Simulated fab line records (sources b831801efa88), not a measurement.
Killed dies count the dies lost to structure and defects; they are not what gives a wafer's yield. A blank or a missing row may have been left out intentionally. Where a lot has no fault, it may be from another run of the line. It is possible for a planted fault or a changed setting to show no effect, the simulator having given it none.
fab line records    flow sky130    part 2 of 2: steps 27 to 35 of 35
[record] lots = 5  wafers = 15  lastDay = 49
route steps=708 shown LOCAL_INTERCONNECT@394 CONTACT@406
lots that met no fault: from a run of the same line without faults
startH: hours from the record's first day to the start of the lot's first wafer shown    waitH: how many hours have passed since the lot's step before this one    " as in the row above    L1.1+2: one row covering several wafers at once    - either no value or no given start    * or withheld: withheld    < > ~ a bound
route shown NAME@n: NAME is a module with steps in the file, n the number in the route of the first one    usual: mean/standard deviation of fault-free wafers    same: alike in all rows    chamber/n: place in a boat    sites: per-site readings    _std_site: standard deviation across them    _edge_site: the outer-site mean with the inner-site mean subtracted    radiusMm: how far each site lies from the wafer's centre    mask NAME#n: copy n    behind: the most recent tool/chamber to have shaped the wafer    hold: the reason the lot was held/the length of the hold in hours/how it ended    device: transistor that didn't switch, given as n, p or np    end of line: tests run on the same wafers once the route is complete    a step given without rows: its recipe and nothing more    killed: at the first sort, the dies lost to defects and structure; wafer yield is something else    map: a wafer's dies, x killed, . not, _ none there
set.NAME: the run value of the setting; set.NAME@STEP: its run value at that earlier step    model.NAME: the simulator's own value behind a step, which no gauge read
certain route steps with their lots: each step a table, each wafer a row
services: the hour from which a tool's chamber was out of use, counted from the record's first day as startH (under 0 if before that day), plus the number of hours and why
[[steps]]
[step SKY_CONTACT_CD_MEAS_14]
[recipe] targetCdNm = 170
[usual] cdNm = 170.2/1.5
lot.wafer  tool      chamber  startH  waitH  cdNm
L074.1     cdSem-01  -        737.31  -      168.9
L074.2     "         -        "       "      168.7
L074.6     "         -        "       "      168.4
L088.2     cdSem-02  -        851.87  -      170.7
L088.3     "         -        "       "      168.9
L088.4     "         -        "       "      169.0
L089.1     cdSem-01  -        852.32  -      170.3
L089.2     "         -        "       "      169.7
L089.5     "         -        "       "      169.1
L090.2     cdSem-01  -        852.88  -      172.4
L090.3     "         -        "       "      172.3
L090.4     "         -        "       "      172.6
L091.1     cdSem-02  -        860.97  -      170.5
L091.2     "         -        "       "      170.9
L091.4     "         -        "       "      170.6
[step SKY_CONTACT_OVL_MEAS_15]
[usual] CONTACT_OVL = 0/5.8
lot.wafer  tool        chamber  startH  waitH  CONTACT_OVL[nm]
L074.1     overlay-01  -        737.43  0.1    1
L074.2     "           -        "       "      6
L074.6     "           -        "       "      7
L088.2     overlay-02  -        851.98  0.1    -5
L088.3     "           -        "       "      -2
L088.4     "           -        "       "      -5
L089.1     overlay-01  -        852.44  0.1    -6
L089.2     "           -        "       "      -10
L089.5     "           -        "       "      5
L090.2     overlay-02  -        852.99  0.1    8
L090.3     "           -        "       "      6
L090.4     "           -        "       "      6
L091.1     overlay-02  -        861.09  0.1    -4
L091.2     "           -        "       "      0
L091.4     "           -        "       "      -3
[step SKY_CONTACT_ETCH_16]
[recipe] chemistry = N2/H2  target = BARC  ionEnergyEv = 200  sourceW = 500  biasW = 100  pressureMtorr = 30  n2FlowSccm = 100  h2FlowSccm = 200  stopOn = SiO2  timeS = 45.9  targetDepthA = 600
[usual] drypumpMotorCurrentA = 5.8/0.36  n2FlowSccm = 100.0/0.32  oesProductAu = 0.855/0.0044  throttleValvePct = 13.224/0.0099
lot.wafer  tool        chamber  startH  waitH  drypumpMotorCurrentA  n2FlowSccm  oesProductAu  rfHoursCounterH  throttleValvePct
L074.1     rieDiel-02  0        737.47  0.0    5.3                   100.3       0.850         9                13.217
L074.2     "           3        "       "      5.7                   100.2       0.854         7                13.226
L074.6     "           2        "       "      6.0                   100.2       0.851         -                13.235
L088.2     rieDiel-04  3        852.01  0.0    5.8                   100.3       0.854         21               13.229
L088.3     "           1        "       "      5.2                   100.0       0.856         10               13.221
L088.4     "           0        "       "      6.0                   100.0       0.858         12               13.225
L089.1     rieDiel-03  2        852.47  0.0    6.2                   100.1       0.852         8                13.224
L089.2     "           0        "       "      5.5                   99.7        0.852         12               13.223
L089.5     "           2        "       "      6.2                   100.0       0.852         -                13.235
L090.2     rieDiel-02  1        853.02  0.0    6.3                   100.5       0.858         12               13.225
L090.3     "           0        "       "      5.3                   100.1       0.858         12               13.236
L090.4     "           2        "       "      6.0                   100.0       0.855         24               13.213
L091.1     rieDiel-02  1        861.12  0.0    6.3                   100.0       0.860         13               13.214
L091.2     "           2        "       "      6.0                   100.1       0.859         25               13.222
L091.4     "           0        "       "      5.3                   100.5       0.859         12               13.220
[step SKY_CONTACT_ETCH_17]
[recipe] target = SiO2  chemistry = C4F8/O2/Ar  stopOn = Si3N4  maskMaterial = KrF-thick  sourceW = 1500  biasW = 1200  pressureMtorr = 40  c4f8FlowSccm = withheld  O2_flow_sccm = 6  Ar_flow_sccm = 300  timeS = withheld  targetDepthA = 3400
[usual] oesProductAu = 0.891/0.0053
lot.wafer  tool        chamber  startH  waitH  oesProductAu
L074.1     rieDiel-02  0        737.51  0.0    0.885
L074.2     "           3        "       "      0.891
L074.6     "           2        "       "      0.890
L088.2     rieDiel-04  3        852.05  0.0    0.885
L088.3     "           1        "       "      0.891
L088.4     "           0        "       "      0.882
L089.1     rieDiel-03  2        852.52  0.0    0.897
L089.2     "           0        "       "      0.894
L089.5     "           2        "       "      0.889
L090.2     rieDiel-02  1        853.06  0.0    0.895
L090.3     "           0        "       "      0.890
L090.4     "           2        "       "      0.893
L091.1     rieDiel-02  1        861.17  0.0    0.894
L091.2     "           2        "       "      0.891
L091.4     "           0        "       "      0.892
[step SKY_CONTACT_ETCH_18]
[recipe] target = Si3N4  chemistry = CHF3/O2  stopOn = TiN  sourceW = 600  biasW = 200  pressureMtorr = 40  chf3FlowSccm = 50  O2_flow_sccm = 5  timeS = 39  targetDepthA = 750
[usual] chf3FlowSccm = 50.01/0.15  drypumpMotorCurrentA = 5.8/0.36  oesProductAu = 0.855/0.0084  throttleValvePct = 8.793/0.0086
lot.wafer  tool        chamber  startH  waitH  chf3FlowSccm  drypumpMotorCurrentA  oesProductAu  rfHoursCounterH  throttleValvePct
L074.1     rieDiel-02  0        -       -      50.01         5.3                   0.868         9                8.787
L074.2     "           3        "       "      49.98         5.6                   0.864         7                8.801
L074.6     "           2        "       "      50.08         6.0                   0.875         -                8.788
L088.2     rieDiel-04  3        -       -      49.96         5.8                   0.846         21               8.775
L088.3     "           1        "       "      50.26         5.2                   0.864         10               8.804
L088.4     "           0        "       "      50.11         6.0                   0.848         12               8.790
L089.1     rieDiel-03  2        -       -      49.97         6.2                   0.860         8                8.795
L089.2     "           0        "       "      50.30         5.5                   0.856         12               8.789
L089.5     "           2        "       "      49.92         6.2                   0.870         -                8.800
L090.2     rieDiel-02  1        -       -      50.04         6.2                   0.849         12               8.785
L090.3     "           0        "       "      49.91         5.3                   0.859         12               8.797
L090.4     "           2        "       "      50.01         6.0                   0.847         24               8.789
L091.1     rieDiel-02  1        -       -      50.11         6.3                   0.864         13               8.776
L091.2     "           2        "       "      49.89         6.0                   0.863         25               8.803
L091.4     "           0        "       "      50.23         5.3                   0.870         12               8.798
[step SKY_CONTACT_STRIP_19]
[recipe] chemistry = O2/N2  powerW = 1400  pressureMtorr = 1500  platenTempC = withheld  o2FlowSccm = 3000  n2FlowSccm = 300  overashFraction = 0.5
[usual] drypumpMotorCurrentA = 5.7/0.34  n2FlowSccm = 300.1/0.85  oesProductAu = 0.381/0.0046  stripTimeToEndpointS = 3.61/0.03
lot.wafer  tool            chamber  startH  waitH  drypumpMotorCurrentA  n2FlowSccm  oesProductAu  rfHoursCounterH  stripTimeToEndpointS
L074.1     plasmaAsher-03  0        737.60  -      5.9                   300.6       0.379         95               3.59
L074.2     "               1        "       "      5.6                   300.5       0.387         95               3.67
L074.6     "               1        "       "      5.6                   299.8       0.383         -                3.62
L088.2     plasmaAsher-03  0        852.14  -      5.9                   299.0       0.372         107              3.58
L088.3     "               1        "       "      5.6                   299.7       0.375         -                3.57
L088.4     "               0        "       "      5.9                   299.8       0.384         -                3.61
L089.1     plasmaAsher-04  1        852.61  -      5.2                   301.4       0.387         10               3.58
L089.2     "               0        "       "      5.9                   300.0       0.381         10               3.61
L089.5     "               0        "       "      6.0                   300.9       0.382         -                3.59
L090.2     plasmaAsher-03  1        853.15  -      5.6                   299.7       0.381         107              3.62
L090.3     "               0        "       "      6.0                   299.5       0.374         -                3.64
L090.4     "               1        "       "      5.6                   299.6       0.379         -                3.63
L091.1     plasmaAsher-01  1        861.26  -      5.3                   299.6       0.379         40               3.58
L091.2     "               0        "       "      6.1                   299.4       0.385         40               3.59
L091.4     "               1        "       "      5.3                   300.8       0.381         -                3.56
[step SKY_CONTACT_STRIP_20]
[recipe] chemistry = postEtchResidueRemover  timeS = 1200  tempC = 72.5
lot.wafer   tool         chamber  startH  waitH
L074.1+2+6  wetBench-03  0        737.70  0.1
L088.2+3+4  wetBench-03  0        852.24  0.1
L089.1+2+5  wetBench-04  3        852.71  0.1
L090.2+3+4  wetBench-04  3        853.25  0.1
L091.1+2+4  wetBench-02  1        861.36  0.1
[step SKY_CONTACT_CLEAN_21]
[recipe] chemistry = IPA  timeS = 180  tempC = 25
lot.wafer   tool         chamber  startH  waitH
L074.1+2+6  wetBench-02  2        738.04  0.0
L088.2+3+4  wetBench-02  2        852.65  0.0
L089.1+2+5  wetBench-02  3        853.08  0.0
L090.2+3+4  wetBench-02  3        853.62  0.0
L091.1+2+4  wetBench-04  3        861.70  0.0
[step SKY_CONTACT_CLEAN_22]
[recipe] chemistry = O3/DIW  dry = n2Spin
lot.wafer   tool         chamber  startH  waitH
L074.1+2+6  wetBench-04  2        738.10  0.0
L088.2+3+4  wetBench-03  0        852.71  0.0
L089.1+2+5  wetBench-03  1        853.14  0.0
L090.2+3+4  wetBench-03  1        853.68  0.0
L091.1+2+4  wetBench-02  2        861.76  0.0
[[services]]
tool            chamber  startH  hours  kind
rieDiel-04      -        683.24  2.8    pm
krfScanner-02   -        692.91  0.3    repair
rieDiel-02      3        693.94  4.8    repair
krfScanner-01   -        701.52  0.8    repair
krfScanner-02   -        713.99  1.0    pm
rieMetal-04     1        733.09  10.6   repair
krfScanner-01   -        740.90  1.3    pm
krfScanner-02   -        742.85  0.5    repair
krfScanner-02   -        752.65  4.0    pm
krfScanner-02   -        771.01  2.8    repair
krfScanner-02   -        782.87  1.0    repair
rieDiel-02      1        786.48  2.8    repair
rieMetal-04     1        797.40  19.0   repair
rieDiel-02      0        804.82  5.1    repair
rieDiel-02      2        810.96  9.2    repair
krfScanner-01   -        816.86  6.6    repair
krfScanner-02   -        823.48  1.3    pm
krfScanner-02   -        827.99  0.8    pm
krfScanner-01   -        833.06  1.0    pm
rieMetal-01     -        838.54  6.7    repair
rieMetal-04     1        845.53  5.7    repair
plasmaAsher-03  -        856.88  14.6   pm
rieMetal-04     -        857.83  14.6   pm
rieMetal-01     0        859.90  4.0    repair
